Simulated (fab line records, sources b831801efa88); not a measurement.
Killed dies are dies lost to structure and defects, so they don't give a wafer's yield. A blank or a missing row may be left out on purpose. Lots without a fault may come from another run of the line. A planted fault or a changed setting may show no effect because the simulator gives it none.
Chamber matching | flow sky130 | SKY_LI_CONTACT_CMP_02 on cmp-02: 4 sister chambers
The step polishes PSG. 7 wafers are shown with their chamber, then 7 later ones without.

WAFERS WITH THEIR CHAMBER
wafer  | chamber | motor_current_A (A) | head_pressure_psi (psi)
L737.3 | 3       | 11.6                | 3.998
L737.5 | 2       | 13.5                | 4.010
L742.1 | 3       | 12.0                | 4.001
L742.2 | 1       | 13.2                | 3.993
L742.6 | 1       | 12.6                | 4.000
L748.1 | 2       | 13.4                | 4.002
L748.2 | 0       | 10.8                | 4.013

WAFERS WITHOUT THEIR CHAMBER
wafer  | motor_current_A (A) | head_pressure_psi (psi)
L748.5 | 11.6                | 4.004
L752.1 | 11.1                | 4.007
L752.4 | 12.4                | 3.998
L752.5 | 10.9                | 3.978
L754.1 | 13.1                | 3.995
L754.3 | 11.3                | 3.997
L754.5 | 10.5                | 4.013

WHICH CHAMBER EACH WENT THROUGH
wafer  | from the rows above     | in truth
L748.5 | 3                       | 3
L752.1 | can't be placed: 0 or 3 | 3
L752.4 | can't be placed: 1 or 3 | 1
L752.5 | 3                       | 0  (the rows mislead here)
L754.1 | can't be placed: 1 or 2 | 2
L754.3 | 3                       | 3
L754.5 | 0                       | 0
Placed correctly: 3 of 7. Can't be placed from these rows: 3 (the true chamber is among the candidates in 3). Placed wrongly: 1.
How it was worked out, from the rows above alone: a wafer's distance from a chamber is the root of the sum, over the readings, of the square of ((its reading less the chamber's mean) divided by the reading's scatter). The wafer belongs to the nearest chamber; if the next one is less than 2 further off, it can't be placed. A chamber's mean is the mean of its shown wafers. The scatter: the root of (the sum of the squares of (reading less its chamber's mean) over the shown wafers, divided by (wafers less chambers)).
